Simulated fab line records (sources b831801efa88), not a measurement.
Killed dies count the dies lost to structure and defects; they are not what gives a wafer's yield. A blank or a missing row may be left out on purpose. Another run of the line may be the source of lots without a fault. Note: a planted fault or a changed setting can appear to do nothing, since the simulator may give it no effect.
fab line records ; flow gf180mcu
record: lots: 5; wafers: 23
route steps=602 shown M4@465 V4@476 MIM@506
start-h: the number of hours between the record's first day and the start of the first shown wafer of the lot ; wait-h: how many hours have passed since the lot's step before this one ; " repeats the value in the row above ; L1.1+2: one row covering several wafers at once ; - value missing, or start not given ; * or withheld: withheld ; < > ~ a bound
route shown NAME@n: a module of which the file shows steps, and the number in the route of the first ; usual: average and standard deviation across the fault-free wafers ; same: alike in all rows ; chamber/n: place in a boat ; sites: the reading at each site ; _std_site: the standard deviation of these ; _edge_site: mean of outer sites minus mean of inner sites ; radius-mm: how far each site lies from the wafer's centre ; mask NAME#n: copy n ; behind: the tool/chamber that last shaped the wafer ; hold: what put the lot on hold/how long, in hours/how the hold closed ; device: names the non-switching transistor (n, p or np) ; end of line: the route-end tests of the same wafers ; a step given without rows: its recipe and nothing more ; killed: the dies lost at the first sort to structure and to defects; this is not the yield of the wafer ; map: a wafer's dies, marking killed ones x, the rest . and places with no die _
set.NAME: setting as actually run; set.NAME@STEP: the setting as run at that earlier step ; model.NAME: the simulator's own value behind a step, which no gauge read
lots run with intentionally changed settings; tables by step, rows by wafer
== steps ==
step: GF_M4_COAT_09
recipe: resist: KrF; spin-rpm: withheld; resist-thk-nm: 1000
lot.wafer;tool;chamber;start-h;wait-h;set.resist-thk-nm;model.KrF_of_M4_COAT_09.thk-nm
L075.1;litho-track-02;0;528.02;0.1;1000;1002
L075.4;litho-track-02;0;528.02;0.1;1000;1004
L075.6;litho-track-02;0;528.02;0.1;1000;1003
L077.1;litho-track-03;0;543.16;0.1;1033;-
L077.2;litho-track-03;0;543.16;0.1;1000;1004
L077.3;litho-track-03;0;543.16;0.1;1033;1040
L077.5+6;litho-track-03;0;543.16;0.1;1000;-
L078.1;litho-track-02;0;553.72;0.1;1000;1001
L078.2;litho-track-02;0;553.72;0.1;1000;1004
L078.3;litho-track-02;0;553.72;0.1;1000;1002
L078.4;litho-track-02;0;553.72;0.1;983.9;986.5
L078.6;litho-track-02;0;553.72;0.1;983.9;986.2
L079.1;litho-track-03;0;560.51;0.1;1000;1004
L079.2+3;litho-track-03;0;560.51;0.1;1000;1002
L079.4;litho-track-03;0;560.51;0.1;956.1;954.4
L079.5;litho-track-03;0;560.51;0.1;956.1;957.2
L083.2+3;litho-track-03;0;608.08;0.1;1000;-
L083.4;litho-track-03;0;608.08;0.1;1036;-
L083.5;litho-track-03;0;608.08;0.1;1000;998.9
L083.6;litho-track-03;0;608.08;0.1;1036;1040
step: GF_M4_SOFTBAKE_10
recipe: temp-c: 129.5; time-s: 60; resist: KrF
step: GF_M4_EXPOSE_11
recipe: mask-id: Metal4; target-cd-nm: 280; na: 0.68; source-shape: conventional; sigma-outer: 0.6; dose-mj: 28
step: GF_M4_METAL_ETCH_16
recipe: chemistry: Cl2/BCl3; mask-material: KrF; target-depth-nm: 627.5; stop-on: SiO2; pressure-mtorr: 8; icp-w: 800; bias-w: 140; Cl2_flow_sccm: 80; bcl3-flow-sccm: 40; time-s: 104.6
step: GF_M4_STRIP_17
recipe: chemistry: O2/N2; power-w: 1400; pressure-mtorr: 1500; platen-temp-c: 250; o2-flow-sccm: 3000; n2-flow-sccm: 300; overash-fraction: 0.5
usual: strip-time-to-endpoint-s: 7.88/0.042
lot.wafer;tool;chamber;start-h;wait-h;set.resist-thk-nm@M4_COAT_09;strip-time-to-endpoint-s
L075.1;plasma-asher-04;0;540.20;0.2;1000;7.89
L075.4;plasma-asher-04;0;540.20;0.2;1000;7.93
L075.6;plasma-asher-04;1;540.20;0.2;1000;7.92
L077.1;plasma-asher-04;0;554.43;0.1;1033;8.28
L077.2;plasma-asher-04;1;554.43;0.1;1000;7.92
L077.3;plasma-asher-04;0;554.43;0.1;1033;8.27
L077.5;plasma-asher-04;0;554.43;0.1;1000;7.95
L077.6;plasma-asher-04;1;554.43;0.1;1000;7.90
L078.1;plasma-asher-01;1;565.59;0.1;1000;7.84
L078.2;plasma-asher-01;0;565.59;0.1;1000;7.91
L078.3;plasma-asher-01;0;565.59;0.1;1000;7.91
L078.4;plasma-asher-01;1;565.59;0.1;983.9;7.70
L078.6;plasma-asher-01;0;565.59;0.1;983.9;7.71
L079.1;plasma-asher-03;1;572.13;0.1;1000;7.92
L079.2;plasma-asher-03;0;572.13;0.1;1000;7.85
L079.3;plasma-asher-03;1;572.13;0.1;1000;7.87
L079.4;plasma-asher-03;0;572.13;0.1;956.1;7.44
L079.5;plasma-asher-03;0;572.13;0.1;956.1;7.46
L083.2;plasma-asher-01;0;618.48;0.1;1000;7.86
L083.3;plasma-asher-01;1;618.48;0.1;1000;7.87
L083.4;plasma-asher-01;0;618.48;0.1;1036;8.27
L083.5;plasma-asher-01;0;618.48;0.1;1000;7.90
L083.6;plasma-asher-01;1;618.48;0.1;1036;8.25
step: GF_V4_CVD_00
recipe: material: SiO2; target-thk-nm: 600; sigma-open-frac: 0.3; temp-c: 400; time-s: 100; sih4-flow-sccm: 60; pressure-mtorr: 6
lot.wafer;tool;chamber;start-h;wait-h;set.sih4-flow-sccm;model.SiO2_of_V4_CVD_00.thk-nm
L075.1;hdpcvd-02;2;540.74;0.0;60;601.2
L075.4;hdpcvd-02;1;540.74;0.0;60;599.9
L075.6;hdpcvd-02;0;540.74;0.0;60;589.1
L077.1;hdpcvd-01;0;554.97;0.0;60;597
L077.2;hdpcvd-01;2;554.97;0.0;56.95;570.1
L077.3;hdpcvd-01;1;554.97;0.0;56.95;567.5
L077.5;hdpcvd-01;0;554.97;0.0;60;594.8
L077.6;hdpcvd-01;2;554.97;0.0;56.95;569.1
L078.1;hdpcvd-02;0;566.25;0.0;60;606.9
L078.2;hdpcvd-02;2;566.25;0.0;60;603.1
L078.3;hdpcvd-02;1;566.25;0.0;68.96;692.2
L078.4;hdpcvd-02;2;566.25;0.0;60;602.7
L078.6;hdpcvd-02;1;566.25;0.0;68.96;692.6
L079.1;hdpcvd-01;0;572.66;0.0;60;602.5
L079.2;hdpcvd-01;1;572.66;0.0;60;608.1
L079.3;hdpcvd-01;2;572.66;0.0;60;599
L079.4;hdpcvd-01;1;572.66;0.0;60;608.8
L079.5;hdpcvd-01;2;572.66;0.0;60;600.2
L083.2;hdpcvd-01;0;619.01;0.0;60;601
L083.3;hdpcvd-01;1;619.01;0.0;60;605
L083.4;hdpcvd-01;2;619.01;0.0;60;597.4
L083.5;hdpcvd-01;1;619.01;0.0;60;602.5
L083.6;hdpcvd-01;0;619.01;0.0;60;599.5
step: GF_V4_THK_MEAS_01
recipe: reads: SiO2_of_V4_CVD_00
usual: V4_CVD_00_THK: 599/5
lot.wafer;tool;chamber;start-h;wait-h;set.sih4-flow-sccm@V4_CVD_00;V4_CVD_00_THK[nm]
L075.1;film-metro-01;-;540.81;0.0;60;601
L075.4;film-metro-01;-;540.81;0.0;60;600
L075.6;film-metro-01;-;540.81;0.0;60;589
L077.1;film-metro-03;-;555.04;0.0;60;597
L077.2;film-metro-03;-;555.04;0.0;56.95;570
L077.3;film-metro-03;-;555.04;0.0;56.95;568
L077.5;film-metro-03;-;555.04;0.0;60;595
L077.6;film-metro-03;-;555.04;0.0;56.95;569
L078.1;film-metro-02;-;566.32;0.0;60;607
L078.2;film-metro-02;-;566.32;0.0;60;603
L078.3;film-metro-02;-;566.32;0.0;68.96;692
L078.4;film-metro-02;-;566.32;0.0;60;603
L078.6;film-metro-02;-;566.32;0.0;68.96;692
L079.1;film-metro-01;-;572.74;0.0;60;602
L079.2;film-metro-01;-;572.74;0.0;60;608
L079.3;film-metro-01;-;572.74;0.0;60;599
L079.4;film-metro-01;-;572.74;0.0;60;609
L079.5;film-metro-01;-;572.74;0.0;60;600
L083.2;film-metro-02;-;619.10;0.0;60;601
L083.3;film-metro-02;-;619.10;0.0;60;605
L083.4;film-metro-02;-;619.10;0.0;60;598
L083.5;film-metro-02;-;619.10;0.0;60;603
L083.6;film-metro-02;-;619.10;0.0;60;599
step: GF_V4_CMP_04
recipe: material: SiO2; down-force-psi: 4; platen-rpm: 60; pad-velocity-m-s: 0.94248
lot.wafer;tool;chamber;start-h;wait-h;set.leave-above-ref-nm;model.SiO2_of_V4_CVD_02.thk-nm
L075.1;cmp-02;2;541.00;0.1;632.5;633.3
L075.4+6;cmp-02;3;541.00;0.1;632.5;632.4
L077.2;cmp-02;0;555.23;0.0;632.5;631.3
L077.1+3;cmp-02;1,2;555.23;0.0;632.5;632.3
L077.6;cmp-02;0;555.23;0.0;632.5;632.7
L077.5;cmp-02;1;555.23;0.0;632.5;632.6
L078.3;cmp-01;2;566.51;0.0;632.5;631.8
L078.4+1;cmp-01;3,0;566.51;0.0;598.6;598.2
L078.2;cmp-01;1;566.51;0.0;632.5;632.8
L078.6;cmp-01;2;566.51;0.0;632.5;632.2
L079.4;cmp-02;1;572.93;0.0;632.5;631.4
L079.1;cmp-02;2;572.93;0.0;644.8;644
L079.2;cmp-02;3;572.93;0.0;632.5;631
L079.3;cmp-02;0;572.93;0.0;632.5;632
L079.5;cmp-02;1;572.93;0.0;644.8;644.7
L083.3;cmp-02;0;619.33;0.1;632.5;631.9
L083.4;cmp-02;1;619.33;0.1;632.5;633.4
L083.2;cmp-02;2;619.33;0.1;632.5;630.4
L083.6;cmp-02;3;619.33;0.1;632.5;631.7
L083.5;cmp-02;0;619.33;0.1;632.5;631
step: GF_V4_PEB_12
recipe: peb-temp-c: 135; peb-time-s: 90; resist: KrF
lot.wafer;tool;chamber;start-h;wait-h;set.peb-temp-c
L075.1+4+6;litho-track-04;0;-;-;135
L077.1+3+6;litho-track-04;0;-;-;135
L077.2+5;litho-track-04;0;-;-;138
L078.1+3;litho-track-01;0;-;-;135
L078.2+4+6;litho-track-01;0;-;-;133.8
L079.1+2+5;litho-track-04;0;-;-;135
L079.3+4;litho-track-04;0;-;-;136.8
L083.2+5+6;litho-track-01;0;-;-;135
L083.3+4;litho-track-01;0;-;-;138.1
step: GF_V4_DEVELOP_13
recipe: develop-time-s: 58.91; resist: KrF; dev-temp-c: 21
lot.wafer;tool;chamber;start-h;wait-h;set.peb-temp-c@V4_PEB_12;model.V4.cd-nm
L075.1;litho-track-04;0;563.41;0.2;135;260.5
L075.4;litho-track-04;0;563.41;0.2;135;261
L075.6;litho-track-04;0;563.41;0.2;135;260.4
L077.1;litho-track-04;0;576.26;0.2;135;260.2
L077.2;litho-track-04;0;576.26;0.2;138;267.5
L077.3;litho-track-04;0;576.26;0.2;135;261.1
L077.5;litho-track-04;0;576.26;0.2;138;266.9
L077.6;litho-track-04;0;576.26;0.2;135;260.8
L078.1;litho-track-01;0;588.22;0.2;135;259.2
L078.2;litho-track-01;0;588.22;0.2;133.8;256.5
L078.3;litho-track-01;0;588.22;0.2;135;260.6
L078.4;litho-track-01;0;588.22;0.2;133.8;256.6
L078.6;litho-track-01;0;588.22;0.2;133.8;256.9
L079.1+2;litho-track-04;0;594.66;0.2;135;261.3
L079.3;litho-track-04;0;594.66;0.2;136.8;264.2
L079.4;litho-track-04;0;594.66;0.2;136.8;263.9
L079.5;litho-track-04;0;594.66;0.2;135;261
L083.2;litho-track-01;0;639.90;0.2;135;260.2
L083.3;litho-track-01;0;639.90;0.2;138.1;267.9
L083.4;litho-track-01;0;639.90;0.2;138.1;267.7
L083.5;litho-track-01;0;639.90;0.2;135;260.5
L083.6;litho-track-01;0;639.90;0.2;135;261.4
step: GF_V4_CD_MEAS_14
recipe: target-cd-nm: 260
usual: cd-nm: 260.2/0.95
lot.wafer;tool;chamber;start-h;wait-h;set.peb-temp-c@V4_PEB_12;cd-nm
L075.1;cd-sem-02;-;563.56;0.1;135;260.6
L075.4;cd-sem-02;-;563.56;0.1;135;260.6
L075.6;cd-sem-02;-;563.56;0.1;135;260.0
L077.1;cd-sem-01;-;576.41;0.1;135;260.1
L077.2;cd-sem-01;-;576.41;0.1;138;267.4
L077.3;cd-sem-01;-;576.41;0.1;135;261.2
L077.5;cd-sem-01;-;576.41;0.1;138;266.8
L077.6;cd-sem-01;-;576.41;0.1;135;260.8
L078.1;cd-sem-01;-;588.37;0.1;135;259.1
L078.2;cd-sem-01;-;588.37;0.1;133.8;256.5
L078.3;cd-sem-01;-;588.37;0.1;135;260.5
L078.4;cd-sem-01;-;588.37;0.1;133.8;256.5
L078.6;cd-sem-01;-;588.37;0.1;133.8;257.2
L079.1;cd-sem-01;-;594.81;0.1;135;261.0
L079.2;cd-sem-01;-;594.81;0.1;135;261.5
L079.3;cd-sem-01;-;594.81;0.1;136.8;264.5
L079.4;cd-sem-01;-;594.81;0.1;136.8;263.8
L079.5;cd-sem-01;-;594.81;0.1;135;260.8
L083.2;cd-sem-01;-;640.04;0.1;135;260.0
L083.3;cd-sem-01;-;640.04;0.1;138.1;267.8
L083.4;cd-sem-01;-;640.04;0.1;138.1;268.0
L083.5;cd-sem-01;-;640.04;0.1;135;260.6
L083.6;cd-sem-01;-;640.04;0.1;135;261.3
step: GF_V4_ETCH_16
recipe: chemistry: N2/H2; target-depth-a: withheld; overetch-a: withheld; time-s: withheld; target: BARC; ion-energy-ev: 200; source-w: 500; bias-w: 100; pressure-mtorr: 30; n2-flow-sccm: 100; h2-flow-sccm: 200
lot.wafer;tool;chamber;start-h;wait-h;set.peb-temp-c@V4_PEB_12;model.V4.cd-nm
L075.1;rie-diel-01;0;563.72;0.0;135;260.6
L075.4;rie-diel-01;1;563.72;0.0;135;260.9
L075.6;rie-diel-01;1;563.72;0.0;135;259.6
L077.1;rie-diel-04;0;576.57;0.0;135;260.9
L077.2;rie-diel-04;1;576.57;0.0;138;266.8
L077.3;rie-diel-04;2;576.57;0.0;135;261
L077.5;rie-diel-04;2;576.57;0.0;138;267.5
L077.6;rie-diel-04;0;576.57;0.0;135;261.2
L078.1;rie-diel-03;0;588.53;0.0;135;259.7
L078.2;rie-diel-03;3;588.53;0.0;133.8;257
L078.3;rie-diel-03;2;588.53;0.0;135;260.9
L078.4;rie-diel-03;1;588.53;0.0;133.8;256.9
L078.6;rie-diel-03;3;588.53;0.0;133.8;257.9
L079.1;rie-diel-01;3;594.97;0.0;135;261.8
L079.2;rie-diel-01;0;594.97;0.0;135;262.2
L079.3;rie-diel-01;2;594.97;0.0;136.8;264
L079.4;rie-diel-01;1;594.97;0.0;136.8;263.6
L079.5;rie-diel-01;1;594.97;0.0;135;260.5
L083.2;rie-diel-03;2;640.18;0.0;135;260.6
L083.3;rie-diel-03;3;640.18;0.0;138.1;268.7
L083.4;rie-diel-03;0;640.18;0.0;138.1;268.1
L083.5;rie-diel-03;0;640.18;0.0;135;260.9
L083.6;rie-diel-03;3;640.18;0.0;135;262
step: GF_V4_ETCH_17
recipe: chemistry: C4F8/O2/Ar; mask-material: KrF; target: SiO2; stop-on: TiN; source-w: 1500; bias-w: 1200; pressure-mtorr: 40; c4f8-flow-sccm: withheld; O2_flow_sccm: 6; Ar_flow_sccm: 300; time-s: withheld; target-depth-a: 6300
lot.wafer;tool;chamber;start-h;wait-h;set.leave-above-ref-nm@V4_CMP_04;model.V4.feature-depth-nm
L075.1;rie-diel-01;0;-;-;632.5;633.3
L075.4+6;rie-diel-01;1;-;-;632.5;632.4
L077.1+3;rie-diel-04;0,2;-;-;632.5;632.3
L077.2;rie-diel-04;1;-;-;632.5;631.3
L077.5;rie-diel-04;2;-;-;632.5;632.6
L077.6;rie-diel-04;0;-;-;632.5;632.7
L078.1+4;rie-diel-03;0,1;-;-;598.6;598.2
L078.2;rie-diel-03;3;-;-;632.5;632.8
L078.3;rie-diel-03;2;-;-;632.5;631.8
L078.6;rie-diel-03;3;-;-;632.5;632.2
L079.1;rie-diel-01;3;-;-;644.8;644
L079.2;rie-diel-01;0;-;-;632.5;631
L079.3;rie-diel-01;2;-;-;632.5;632
L079.4;rie-diel-01;1;-;-;632.5;631.4
L079.5;rie-diel-01;1;-;-;644.8;644.7
L083.2;rie-diel-03;2;-;-;632.5;630.4
L083.3;rie-diel-03;3;-;-;632.5;631.9
L083.4;rie-diel-03;0;-;-;632.5;633.4
L083.5;rie-diel-03;0;-;-;632.5;631
L083.6;rie-diel-03;3;-;-;632.5;631.7
step: GF_V4_SPUTTER_21
recipe: material: Ti; target-thk-nm: 15; chamber-pressure-pa: 5; power-w: 2500; substrate-temp-c: 200; time-s: 80.02
lot.wafer;tool;chamber;start-h;wait-h;set.time-s;model.Ti_of_V4_SPUTTER_21.thk-nm
L075.1+4;pvd-sputter-01;-;564.38;0.0;80.02;15.09
L075.6;pvd-sputter-01;-;564.38;0.0;80.02;15.15
L077.1;pvd-sputter-02;-;577.24;0.0;70.67;13.14
L077.2;pvd-sputter-02;-;577.24;0.0;80.02;15.03
L077.3;pvd-sputter-02;-;577.24;0.0;80.02;15.02
L077.5;pvd-sputter-02;-;577.24;0.0;80.02;14.86
L077.6;pvd-sputter-02;-;577.24;0.0;70.67;13.08
L078.1;pvd-sputter-03;-;589.24;0.0;80.02;15.35
L078.2;pvd-sputter-03;-;589.24;0.0;80.02;15.29
L078.3;pvd-sputter-03;-;589.24;0.0;73.23;14.08
L078.4;pvd-sputter-03;-;589.24;0.0;73.23;14.15
L078.6;pvd-sputter-03;-;589.24;0.0;73.23;13.98
L079.1;pvd-sputter-03;-;595.67;0.0;88.93;16.76
L079.2;pvd-sputter-03;-;595.67;0.0;80.02;15.25
L079.3;pvd-sputter-03;-;595.67;0.0;80.02;15.26
L079.4;pvd-sputter-03;-;595.67;0.0;88.93;16.87
L079.5;pvd-sputter-03;-;595.67;0.0;88.93;17.03
L083.2;pvd-sputter-02;-;640.85;0.0;90.98;17.03
L083.3;pvd-sputter-02;-;640.85;0.0;90.98;16.97
L083.4;pvd-sputter-02;-;640.85;0.0;80.02;14.95
L083.5;pvd-sputter-02;-;640.85;0.0;80.02;14.94
L083.6;pvd-sputter-02;-;640.85;0.0;80.02;15.11
step: GF_MIM_SPUTTER_03
recipe: material: Ti; target-thk-nm: 10; substrate-temp-c: 300; chamber-pressure-pa: 0.3; power-w: 3000; time-s: 6.7
lot.wafer;tool;chamber;start-h;wait-h;set.power-w;model.Ti_of_MIM_SPUTTER_03.thk-nm
L075.1;pvd-sputter-03;-;565.23;0.0;3000;10
L075.4;pvd-sputter-03;-;565.23;0.0;3000;10.05
L075.6;pvd-sputter-03;-;565.23;0.0;3000;9.978
L077.1;pvd-sputter-03;-;578.09;0.0;3000;10.12
L077.2;pvd-sputter-03;-;578.09;0.0;3000;10.09
L077.3;pvd-sputter-03;-;578.09;0.0;2870;9.73
L077.5;pvd-sputter-03;-;578.09;0.0;2870;9.668
L077.6;pvd-sputter-03;-;578.09;0.0;3000;10.19
L078.1;pvd-sputter-03;-;590.09;0.0;3000;10.13
L078.2;pvd-sputter-03;-;590.09;0.0;3000;10.09
L078.3;pvd-sputter-03;-;590.09;0.0;3000;10.1
L078.4;pvd-sputter-03;-;590.09;0.0;3142;10.57
L078.6;pvd-sputter-03;-;590.09;0.0;3142;10.45
L079.1;pvd-sputter-04;-;596.52;0.0;3000;9.931
L079.2;pvd-sputter-04;-;596.52;0.0;3198;10.7
L079.3;pvd-sputter-04;-;596.52;0.0;3000;10.1
L079.4;pvd-sputter-04;-;596.52;0.0;3000;10.17
L079.5;pvd-sputter-04;-;596.52;0.0;3198;10.8
L083.2;pvd-sputter-03;-;641.70;0.0;2891;9.407
L083.3;pvd-sputter-03;-;641.70;0.0;3000;9.677
L083.4;pvd-sputter-03;-;641.70;0.0;2891;9.464
L083.5;pvd-sputter-03;-;641.70;0.0;2891;9.565
L083.6;pvd-sputter-03;-;641.70;0.0;3000;9.731
step: GF_MIM_SPUTTER_08
recipe: material: AlCu; target-thk-nm: 200; power-w: 10600; time-s: 10.6; chamber-pressure-pa: 0.4
lot.wafer;tool;chamber;start-h;wait-h;set.time-s;model.AlCu_of_MIM_SPUTTER_08.thk-nm
L075.1;pvd-sputter-01;-;565.43;0.0;10.6;198.4
L075.4;pvd-sputter-01;-;565.43;0.0;10.6;200.7
L075.6;pvd-sputter-01;-;565.43;0.0;10.6;200.4
L077.1;pvd-sputter-01;-;578.29;0.0;10.6;201.2
L077.2;pvd-sputter-01;-;578.29;0.0;10.6;203.9
L077.3;pvd-sputter-01;-;578.29;0.0;9.293;179
L077.5;pvd-sputter-01;-;578.29;0.0;9.293;177.6
L077.6;pvd-sputter-01;-;578.29;0.0;9.293;178.7
L078.1;pvd-sputter-04;-;590.29;0.0;9.053;172.7
L078.2;pvd-sputter-04;-;590.29;0.0;10.6;200.8
L078.3;pvd-sputter-04;-;590.29;0.0;10.6;202.9
L078.4;pvd-sputter-04;-;590.29;0.0;10.6;201
L078.6;pvd-sputter-04;-;590.29;0.0;9.053;171.6
L079.1;pvd-sputter-03;-;596.72;0.0;10.6;199.8
L079.2;pvd-sputter-03;-;596.72;0.0;11.12;211
L079.3;pvd-sputter-03;-;596.72;0.0;11.12;211.1
L079.4;pvd-sputter-03;-;596.72;0.0;10.6;202.4
L079.5;pvd-sputter-03;-;596.72;0.0;11.12;209.6
L083.2+6;pvd-sputter-04;-;641.90;0.0;11.99;228.7
L083.3;pvd-sputter-04;-;641.90;0.0;11.99;227.2
L083.4;pvd-sputter-04;-;641.90;0.0;10.6;201.9
L083.5;pvd-sputter-04;-;641.90;0.0;10.6;201.5
step: GF_MIM_SPUTTER_09
recipe: material: TiN; target-thk-nm: 35; power-w: 6500; time-s: 29.2; chamber-pressure-pa: 0.4
step: GF_MIM_RS_MEAS_10
recipe: thk-meas-gauge: four-point-probe; reads: TiN_of_MIM_SPUTTER_09+AlCu_of_MIM_SPUTTER_08+TiN_of_MIM_SPUTTER_07
usual: MIM_ALCU_RS: 0.1601/0.0018
lot.wafer;tool;chamber;start-h;wait-h;set.time-s@MIM_SPUTTER_08;MIM_ALCU_RS[ohm/sq]
L075.1;film-metro-01;-;565.50;0.0;10.6;0.1616
L075.4;film-metro-01;-;565.50;0.0;10.6;0.1596
L075.6;film-metro-01;-;565.50;0.0;10.6;0.1603
L077.1;film-metro-03;-;578.35;0.0;10.6;0.1591
L077.2;film-metro-03;-;578.35;0.0;10.6;0.1570
L077.3;film-metro-03;-;578.35;0.0;9.293;0.1800
L077.5;film-metro-03;-;578.35;0.0;9.293;0.1815
L077.6;film-metro-03;-;578.35;0.0;9.293;0.1803
L078.1;film-metro-01;-;590.35;0.0;9.053;0.1872
L078.2;film-metro-01;-;590.35;0.0;10.6;0.1596
L078.3;film-metro-01;-;590.35;0.0;10.6;0.1580
L078.4;film-metro-01;-;590.35;0.0;10.6;0.1594
L078.6;film-metro-01;-;590.35;0.0;9.053;0.1889
L079.1;film-metro-04;-;596.78;0.0;10.6;0.1604
L079.2;film-metro-04;-;596.78;0.0;11.12;0.1515
L079.3;film-metro-04;-;596.78;0.0;11.12;0.1514
L079.4;film-metro-04;-;596.78;0.0;10.6;0.1582
L079.5;film-metro-04;-;596.78;0.0;11.12;0.1527
L083.2;film-metro-04;-;641.98;0.0;11.99;0.1395
L083.3;film-metro-04;-;641.98;0.0;11.99;0.1403
L083.4;film-metro-04;-;641.98;0.0;10.6;0.1590
L083.5;film-metro-04;-;641.98;0.0;10.6;0.1589
L083.6;film-metro-04;-;641.98;0.0;11.99;0.1393
step: GF_MIM_THK_MEAS_11
recipe: thk-meas-gauge: xrf; reads: AlCu_of_MIM_SPUTTER_08
usual: MIM_ALCU_THK: 197.9/2.2
lot.wafer;tool;chamber;start-h;wait-h;set.time-s@MIM_SPUTTER_08;MIM_ALCU_THK[nm]
L075.1;film-metro-01;-;565.62;0.1;10.6;196.7
L075.4;film-metro-01;-;565.62;0.1;10.6;197.9
L075.6;film-metro-01;-;565.62;0.1;10.6;197.6
L077.1;film-metro-03;-;578.47;0.1;10.6;199.8
L077.2;film-metro-03;-;578.47;0.1;10.6;202.0
L077.3;film-metro-03;-;578.47;0.1;9.293;178.8
L077.5;film-metro-03;-;578.47;0.1;9.293;175.9
L077.6;film-metro-03;-;578.47;0.1;9.293;176.2
L078.1;film-metro-01;-;590.47;0.1;9.053;171.1
L078.2;film-metro-01;-;590.47;0.1;10.6;198.7
L078.3;film-metro-01;-;590.47;0.1;10.6;199.3
L078.4;film-metro-01;-;590.47;0.1;10.6;198.0
L078.6;film-metro-01;-;590.47;0.1;9.053;169.4
L079.1;film-metro-04;-;596.90;0.1;10.6;198.9
L079.2;film-metro-04;-;596.90;0.1;11.12;209.8
L079.3;film-metro-04;-;596.90;0.1;11.12;208.9
L079.4;film-metro-04;-;596.90;0.1;10.6;200.5
L079.5;film-metro-04;-;596.90;0.1;11.12;207.5
L083.2;film-metro-04;-;642.09;0.1;11.99;224.2
L083.3;film-metro-04;-;642.09;0.1;11.99;224.1
L083.4;film-metro-04;-;642.09;0.1;10.6;198.1
L083.5;film-metro-04;-;642.09;0.1;10.6;198.1
L083.6;film-metro-04;-;642.09;0.1;11.99;224.7
step: GF_MIM_DEHYDRATE_12
recipe: temp-c: 200; time-s: 60
step: GF_MIM_HMDS_13
recipe: prime-time-s: 60; prime-temp-c: 120
step: GF_MIM_PEB_17
recipe: temp-c: withheld; time-s: *; resist: NOVOLAK
step: GF_MIM_DEVELOP_18
recipe: develop-time-s: 60; dev-temp-c: 23
step: GF_MIM_METAL_ETCH_19
recipe: chemistry: Cl2/BCl3; mask-material: NOVOLAK; stop-on: Si3N4; target-depth-nm: 324.5; pressure-mtorr: 8; icp-w: 800; bias-w: 140; Cl2_flow_sccm: 80; bcl3-flow-sccm: 40; time-s: 54.1
usual: oes-product-au: 0.941/0.0065
lot.wafer;tool;chamber;start-h;wait-h;set.time-s@MIM_SPUTTER_08;oes-product-au
L075.1;rie-metal-02;0;586.37;0.1;10.6;0.935
L075.4;rie-metal-02;1;586.37;0.1;10.6;0.951
L075.6;rie-metal-02;0;586.37;0.1;10.6;0.944
L077.1;rie-metal-04;0;599.42;0.1;10.6;0.937
L077.2;rie-metal-04;1;599.42;0.1;10.6;0.953
L077.3;rie-metal-04;0;599.42;0.1;9.293;0.900
L077.5;rie-metal-04;0;599.42;0.1;9.293;0.901
L077.6;rie-metal-04;1;599.42;0.1;9.293;0.891
L078.1;rie-metal-01;1;611.52;0.1;9.053;0.890
L078.2;rie-metal-01;0;611.52;0.1;10.6;0.939
L078.3;rie-metal-01;1;611.52;0.1;10.6;0.947
L078.4;rie-metal-01;0;611.52;0.1;10.6;0.940
L078.6;rie-metal-01;1;611.52;0.1;9.053;0.894
L079.1;rie-metal-02;1;617.72;0.1;10.6;0.949
L079.2;rie-metal-02;0;617.72;0.1;11.12;0.961
L079.3;rie-metal-02;0;617.72;0.1;11.12;0.954
L079.4;rie-metal-02;1;617.72;0.1;10.6;0.943
L079.5;rie-metal-02;0;617.72;0.1;11.12;0.959
L083.2;rie-metal-02;1;661.37;0.1;11.99;0.993
L083.3;rie-metal-02;0;661.37;0.1;11.99;0.980
L083.4;rie-metal-02;1;661.37;0.1;10.6;0.939
L083.5;rie-metal-02;0;661.37;0.1;10.6;0.938
L083.6;rie-metal-02;1;661.37;0.1;11.99;0.994
== key ==
split: step: GF_M4_COAT_09; setting: resist-thk-nm; stated: 1000; by: wafer
response: step: GF_M4_COAT_09; reading: model.KrF_of_M4_COAT_09.thk-nm; change: +10.7; per: 1%; r: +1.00
response: step: GF_M4_STRIP_17; reading: strip-time-to-endpoint-s; change: *; per: 1%; r: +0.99
split: step: GF_V4_CVD_00; setting: sih4-flow-sccm; stated: 60; by: wafer
response: step: GF_V4_CVD_00; reading: model.SiO2_of_V4_CVD_00.thk-nm; change: +5.84; per: 1%; r: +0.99
response: step: GF_V4_THK_MEAS_01; reading: V4_CVD_00_THK; change: +5.82; per: 1%; r: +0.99
split: step: GF_V4_CMP_04; setting: leave-above-ref-nm; stated: 632.5; by: wafer
response: step: GF_V4_CMP_04; reading: model.SiO2_of_V4_CVD_02.thk-nm; change: +6.39; per: 1%; r: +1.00
response: step: GF_V4_ETCH_17; reading: model.V4.feature-depth-nm; change: +6.39; per: 1%; r: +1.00
split: step: GF_V4_PEB_12; setting: peb-temp-c; stated: 135; by: wafer
response: step: GF_V4_DEVELOP_13; reading: model.V4.cd-nm; change: +2.93; per: 1%; r: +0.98
response: step: GF_V4_CD_MEAS_14; reading: cd-nm; change: +2.95; per: 1%; r: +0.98
response: step: GF_V4_ETCH_16; reading: model.V4.cd-nm; change: +2.8; per: 1%; r: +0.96
split: step: GF_V4_SPUTTER_21; setting: time-s; stated: 80.02; by: wafer
response: step: GF_V4_SPUTTER_21; reading: model.Ti_of_V4_SPUTTER_21.thk-nm; change: +0.15; per: 1%; r: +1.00
split: step: GF_MIM_SPUTTER_03; setting: power-w; stated: 3000; by: wafer
response: step: GF_MIM_SPUTTER_03; reading: model.Ti_of_MIM_SPUTTER_03.thk-nm; change: +0.0935; per: 1%; r: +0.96
split: step: GF_MIM_SPUTTER_08; setting: time-s; stated: 10.6; by: wafer
response: step: GF_MIM_SPUTTER_08; reading: model.AlCu_of_MIM_SPUTTER_08.thk-nm; change: +2; per: 1%; r: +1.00
response: step: GF_MIM_RS_MEAS_10; reading: MIM_ALCU_RS; change: -0.00177; per: 1%; r: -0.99
response: step: GF_MIM_THK_MEAS_11; reading: MIM_ALCU_THK; change: +1.96; per: 1%; r: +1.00
response: step: GF_MIM_METAL_ETCH_19; reading: oes-product-au; change: +0.00364; per: 1%; r: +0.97
